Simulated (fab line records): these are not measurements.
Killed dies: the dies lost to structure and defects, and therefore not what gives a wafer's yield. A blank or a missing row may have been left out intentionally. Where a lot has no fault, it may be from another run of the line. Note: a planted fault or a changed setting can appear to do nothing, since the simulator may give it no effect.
fab line records	flow sky130
record lots=6	wafers=18	last-day=50
route steps=708 shown NWELL@77 PWDE@84 VT_ADJUST_HVTP@85 PAD_OPEN@708
lots untouched by any fault: they come from a run of this same line in which no faults occurred
start-h: start of the lot's first displayed wafer, in hours after the record's first day	wait-h: hours since the lot's step before	" as in the row above	L1.1+2: a row that stands for several wafers	- no value, or no start given	* or withheld: withheld	< > ~ a bound
route shown NAME@n: NAME is a module with steps in the file, n the number in the route of the first one	usual: the fault-free wafers' mean and standard deviation	same: alike in all rows	chamber/n: place in a boat	sites: per-site readings	_std_site: standard deviation across them	_edge_site: the outer-site mean with the inner-site mean subtracted	radius-mm: how far each site lies from the wafer's centre	mask NAME#n: copy n	behind: tool/chamber where the wafer was last shaped	hold: cause of the lot's hold/its duration in hours/its outcome	device: whichever transistor did not switch (one of n, p or np)	end of line: at the end of the route, the tests of the same wafers	a step with no rows: only its recipe	killed: dies lost to structure and defects at the first sort, not the wafer's yield	map: shows each die of a wafer: x if killed, . if not, _ if none is there
set.NAME: the setting that was run; set.NAME@STEP: the one run at that earlier step	model.NAME: the simulator's own value behind a step, which no gauge read
lots at selected steps of the route; one table per step, one row per wafer
services: when a tool's chamber went out of use (start-h, in hours from the record's first day, below 0 if earlier), for how many hours, and the reason
## steps
# step SKY_NWELL_IMPLANT_24
# recipe species=B	energy-kev=140	dose-cm2=9.2e+12	tilt-deg=withheld
# step SKY_NWELL_STRIP_25
# recipe chemistry=O2/N2	power-w=1400	pressure-mtorr=1500	platen-temp-c=withheld	o2-flow-sccm=3000	n2-flow-sccm=300	overash-fraction=0.5
# usual drypump-motor-current-A=5.50/0.2	n2-flow-sccm=300.0/0.82	o2-flow-sccm=3001/9.6	oes-product-au=0.723/0.0047	strip-time-to-endpoint-s=36.91/0.094
lot.wafer	tool	chamber	start-h	wait-h	drypump-motor-current-A	n2-flow-sccm	o2-flow-sccm	oes-product-au	rf-hours-counter-h	strip-time-to-endpoint-s
L874.1	plasma-asher-01	0	129.07	0.1	5.38	300.3	3002	0.713	1	36.98
L874.2	"	1	"	"	5.34	300.3	3005	0.720	1	37.02
L874.3	"	1	"	"	5.32	299.8	3001	0.719	-	36.91
L875.1	plasma-asher-04	1	142.05	0.1	5.82	301.3	2997	0.720	33	36.89
L875.5	"	0	"	"	5.43	301.3	3002	0.725	-	36.83
L875.6	"	1	"	"	5.80	300.8	2991	0.726	-	36.93
L882.1	plasma-asher-04	0	185.02	0.1	5.41	300.5	2989	0.716	37	36.68
L882.2	"	1	"	"	5.82	301.3	2989	0.720	37	36.80
L882.4	"	0	"	"	5.42	299.8	2994	0.718	-	36.76
L881.1	plasma-asher-03	1	185.35	0.1	5.40	301.5	2998	0.723	50	37.01
L881.5	"	0	"	"	5.29	300.8	3011	0.720	-	36.93
L881.6	"	1	"	"	5.42	299.5	2978	0.720	-	37.03
L886.1	plasma-asher-03	0	199.22	0.1	5.29	300.7	3003	0.720	51	36.80
L886.3	"	1	"	"	5.38	299.7	2993	0.725	-	36.96
L886.5	"	1	"	"	5.40	301.2	3003	0.725	-	36.94
L893.1	plasma-asher-04	1	233.80	0.1	5.79	299.5	2998	0.718	42	36.88
L893.4	"	1	"	"	5.80	300.7	2993	0.718	-	36.86
L893.6	"	1	"	"	5.79	300.8	2980	0.712	-	36.84
# step SKY_NWELL_TW_MEAS_26
# usual NWELL_2_TW=489.7/2.8
lot.wafer	tool	chamber	start-h	wait-h	NWELL_2_TW
L874.1	film-metro-03	-	129.17	0.1	486.3
L874.2	"	-	"	"	488.4
L874.3	"	-	"	"	486.0
L875.1	film-metro-03	-	142.15	0.1	487.6
L875.5	"	-	"	"	486.5
L875.6	"	-	"	"	488.0
L882.1	film-metro-01	-	185.12	0.1	488.7
L882.2	"	-	"	"	488.0
L882.4	"	-	"	"	487.7
L881.1	film-metro-01	-	185.45	0.1	485.0
L881.5	"	-	"	"	490.2
L881.6	"	-	"	"	486.7
L886.1	film-metro-01	-	199.32	0.1	487.4
L886.3	"	-	"	"	488.1
L886.5	"	-	"	"	487.0
L893.1	film-metro-01	-	233.90	0.1	490.2
L893.4	"	-	"	"	489.0
L893.6	"	-	"	"	488.7
# step SKY_NWELL_CLEAN_27
# recipe chemistry=SC1/SC2	mix=1:4:20	temp-c=70	time-s=150	dry=n2-spin
# step SKY_NWELL_RTA_28
# recipe temp-c=1050	time-s=30	idle-temp-c=650	ramp-up-c-per-s=150	ramp-down-c-per-s=90	ambient=N2
# usual lamp-power-pct=25.31/0.052	wafer_temp_C_max=1054.8/1
lot.wafer	tool	chamber	start-h	wait-h	lamp-power-pct	wafer_temp_C_max
L874.1	rtp-anneal-01	0	129.29	0.0	25.31	1054.8
L874.2	"	0	"	"	25.28	1056.4
L874.3	"	0	"	"	25.36	1056.4
L875.1	rtp-anneal-01	0	142.26	0.0	25.37	1057.3
L875.5	"	0	"	"	25.29	1054.1
L875.6	"	0	"	"	25.29	1056.2
L882.1	rtp-anneal-02	0	185.23	0.0	25.14	1055.1
L882.2	"	0	"	"	25.28	1054.0
L882.4	"	0	"	"	25.31	1055.3
L881.1	rtp-anneal-01	0	185.56	0.0	25.28	1053.3
L881.5	"	0	"	"	25.30	1055.7
L881.6	"	0	"	"	25.30	1054.3
L886.1	rtp-anneal-02	0	199.43	0.0	25.30	1053.9
L886.3	"	0	"	"	25.33	1054.2
L886.5	"	0	"	"	25.32	1055.8
L893.1	rtp-anneal-02	0	234.01	0.0	25.26	1053.7
L893.4	"	0	"	"	25.27	1053.8
L893.6	"	0	"	"	25.39	1055.9
# step SKY_NWELL_RS_MEAS_29
# recipe thk-meas-gauge=four-point-probe
# usual NWELL_RS=624.9/1.3
lot.wafer	tool	chamber	start-h	wait-h	NWELL_RS[ohm/sq]
L874.1	film-metro-04	-	129.39	0.1	625.4
L874.2	"	-	"	"	628.2
L874.3	"	-	"	"	625.5
L875.1	film-metro-01	-	142.36	0.1	625.1
L875.5	"	-	"	"	626.7
L875.6	"	-	"	"	625.1
L882.1	film-metro-04	-	185.33	0.1	624.8
L882.2	"	-	"	"	625.1
L882.4	"	-	"	"	625.4
L881.1	film-metro-03	-	185.66	0.1	623.7
L881.5	"	-	"	"	624.3
L881.6	"	-	"	"	623.3
L886.1	film-metro-04	-	199.53	0.1	625.7
L886.3	"	-	"	"	626.0
L886.5	"	-	"	"	626.1
L893.1	film-metro-01	-	234.11	0.1	627.0
L893.4	"	-	"	"	627.7
L893.6	"	-	"	"	624.1
# step SKY_NWELL_RS_MEAS_31
# recipe thk-meas-gauge=four-point-probe
# usual PWDE_RS=5277/17
lot.wafer	tool	chamber	start-h	wait-h	PWDE_RS[ohm/sq]
L874.1	film-metro-04	-	129.63	0.1	5258
L874.2	"	-	"	"	5262
L874.3	"	-	"	"	5262
L875.1	film-metro-01	-	142.60	0.1	5249
L875.5	"	-	"	"	5253
L875.6	"	-	"	"	5250
L882.1	film-metro-04	-	185.57	0.1	5269
L882.2	"	-	"	"	5291
L882.4	"	-	"	"	5276
L881.1	film-metro-03	-	185.90	0.1	5259
L881.5	"	-	"	"	5255
L881.6	"	-	"	"	5269
L886.1	film-metro-04	-	199.77	0.1	5306
L886.3	"	-	"	"	5272
L886.5	"	-	"	"	5279
L893.1	film-metro-01	-	234.35	0.1	5295
L893.4	"	-	"	"	5310
L893.6	"	-	"	"	5284
# step SKY_VT_ADJUST_HVTP_DEHYDRATE_00
# recipe temp-c=200	time-s=60
# step SKY_VT_ADJUST_HVTP_HMDS_01
# recipe prime-time-s=60	prime-temp-c=120
# step SKY_VT_ADJUST_HVTP_COAT_02
# recipe resist=NOVOLAK	spin-rpm=3000	resist-thk-nm=1140
# step SKY_VT_ADJUST_HVTP_SOFTBAKE_03
# recipe temp-c=90	time-s=60	resist=NOVOLAK
# step SKY_VT_ADJUST_HVTP_EXPOSE_04
# recipe mask-id=HVTPM	na=0.6	source-shape=conventional	sigma-outer=0.6	polarization=unpolarized	target-cd-nm=380	dose-mj=140
lot.wafer	tool	chamber	start-h	wait-h	mask
L874.1+2+3	iline-stepper-01	0	138.98	-	HVTPM#0
L875.1+5+6	iline-stepper-02	0	151.96	-	HVTPM#0
L882.1+2+4	iline-stepper-01	0	196.04	-	HVTPM#0
L881.1+5+6	iline-stepper-01	0	196.52	-	HVTPM#0
L886.1+3+5	iline-stepper-02	0	211.04	-	HVTPM#0
L893.1+4+6	iline-stepper-02	0	246.14	-	HVTPM#0
# step SKY_VT_ADJUST_HVTP_PEB_05
# recipe temp-c=withheld	time-s=*	resist=NOVOLAK
# step SKY_VT_ADJUST_HVTP_DEVELOP_06
# recipe resist=NOVOLAK	developer=TMAH	develop-time-s=60	dev-temp-c=23
# step SKY_VT_ADJUST_HVTP_CD_MEAS_07
# recipe target-cd-nm=380
# usual cd-nm=378.7/2.5
lot.wafer	tool	chamber	start-h	wait-h	cd-nm
L874.1	cd-sem-02	-	148.87	0.1	376.7
L874.2	"	-	"	"	373.7
L874.3	"	-	"	"	374.3
L875.1	cd-sem-01	-	161.94	0.1	377.2
L875.5	"	-	"	"	375.0
L875.6	"	-	"	"	374.7
L882.1	cd-sem-01	-	206.17	0.1	370.5
L882.2	"	-	"	"	370.5
L882.4	"	-	"	"	380.4
L881.1	cd-sem-02	-	207.07	0.1	369.9
L881.5	"	-	"	"	378.7
L881.6	"	-	"	"	377.0
L886.1	cd-sem-02	-	221.73	0.1	379.5
L886.3	"	-	"	"	381.2
L886.5	"	-	"	"	379.7
L893.1	cd-sem-01	-	257.92	0.1	375.7
L893.4	"	-	"	"	375.4
L893.6	"	-	"	"	374.8
# step SKY_VT_ADJUST_HVTP_OVL_MEAS_08
# usual VT_ADJUST_HVTP_OVL=0.5/1.3
lot.wafer	tool	chamber	start-h	wait-h	VT_ADJUST_HVTP_OVL[nm]
L874.1	overlay-01	-	148.99	0.1	0.8
L874.2	"	-	"	"	1.2
L874.3	"	-	"	"	-0.8
L875.1	overlay-01	-	162.06	0.1	-1.1
L875.5	"	-	"	"	0.6
L875.6	"	-	"	"	-1.9
L882.1	overlay-02	-	206.29	0.1	1.6
L882.2	"	-	"	"	0.4
L882.4	"	-	"	"	1.3
L881.1	overlay-02	-	207.19	0.1	1.5
L881.5	"	-	"	"	2.0
L881.6	"	-	"	"	2.9
L886.1	overlay-01	-	221.85	0.1	-2.1
L886.3	"	-	"	"	-1.3
L886.5	"	-	"	"	-1.4
L893.1	overlay-02	-	258.04	0.1	3.0
L893.4	"	-	"	"	2.6
L893.6	"	-	"	"	1.2
# step SKY_PAD_OPEN_PROBE_99
# usual killed_at_M0_to_M3=43/7.4	killed_at_M4_up=3.3/2	killed-at-contacts=24/5.4	killed-at-front-end=16/4.2	killed-at-other=0.3/0.61	killed-dies=87/9.4	killed-open=47/7.3	killed-short=40/6.7
# same gross-dies=492	killed-at-back-side=0
lot.wafer	tool	chamber	start-h	wait-h	killed_at_M0_to_M3	killed_at_M4_up	killed-at-contacts	killed-at-front-end	killed-at-other	killed-dies	killed-open	killed-short
L881.1	prober-02	-	1155.38	0.1	43	1	28	16	0	88	48	40
L881.5	prober-02	-	1155.58	0.2	32	4	29	12	0	77	42	35
L881.6	prober-02	-	1155.63	0.2	53	3	22	11	0	89	46	43
# killed by level:class
L881.1 VIA3:geometric-particle:open=10 LOCAL_INTERCONNECT:geometric-particle:short=9 VIA1:geometric-particle:open=9 FIELD_ISO:geometric-particle:short=7 LI_CONTACT:geometric-particle:open=7 CONTACT:geometric-particle:open=6 METAL2:geometric-particle:short=5 VIA2:geometric-particle:open=4
L881.5 CONTACT:geometric-particle:open=11 LI_CONTACT:geometric-particle:open=6 VIA3:geometric-particle:open=6 FIELD_ISO:geometric-particle:short=5 LI_CONTACT:geometric-particle:short=5 VIA2:geometric-particle:open=5 CONTACT:geometric-particle:short=4 METAL2:geometric-particle:short=4
L881.6 VIA1:geometric-particle:open=11 VIA2:geometric-particle:open=8 LI_CONTACT:geometric-particle:open=7 VIA1:geometric-particle:short=7 METAL2:geometric-particle:short=7 VIA3:geometric-particle:open=6 VIA3:geometric-particle:short=5 POLY_GATE:geometric-particle:open=4
## services
tool	chamber	start-h	hours	kind
plasma-asher-01	-	108.75	9.0	pm
plasma-asher-01	0	108.75	9.0	vent-cycle
plasma-asher-01	1	108.75	9.0	vent-cycle
plasma-asher-01	0	117.75	-	clean
plasma-asher-01	1	117.75	-	clean
rtp-anneal-01	-	136.26	5.4	pm
rtp-anneal-02	-	141.61	1.1	pm
plasma-asher-03	-	144.42	2.1	repair
iline-stepper-01	-	148.58	1.7	pm
plasma-asher-01	-	186.65	1.4	repair
plasma-asher-03	-	217.27	15.6	pm
iline-stepper-02	-	239.94	1.7	pm
plasma-asher-04	-	242.65	4.0	pm
## key
first-sign step=SKY_VT_ADJUST_HVTP_CD_MEAS_07	reading=cd-nm	direction=down	sigmas=3.4	usual=378.7	struck=370.3
effect none on later readings
met-at SKY_VT_ADJUST_HVTP_EXPOSE_04
struck-wafers L881.1,L882.1,L882.2
tester-left-out L881,L882
onset-between 138.98 196.04
fault kind=process-parameter-drift	tool=iline-stepper-01	chamber=-	onset-h=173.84	steps=SKY_VT_ADJUST_HVTP_EXPOSE_04	channel=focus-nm	offset=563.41	shape=step	end-h=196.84	scope=struck-wafers-only
# tester-left-out: of these lots the tester's yield and bins aren't shown, on N5 and GAA mostly nor the transistor test; their killed dies are dies lost to structure and defects alone, not to doping, threshold or leakage, so they don't give the yield
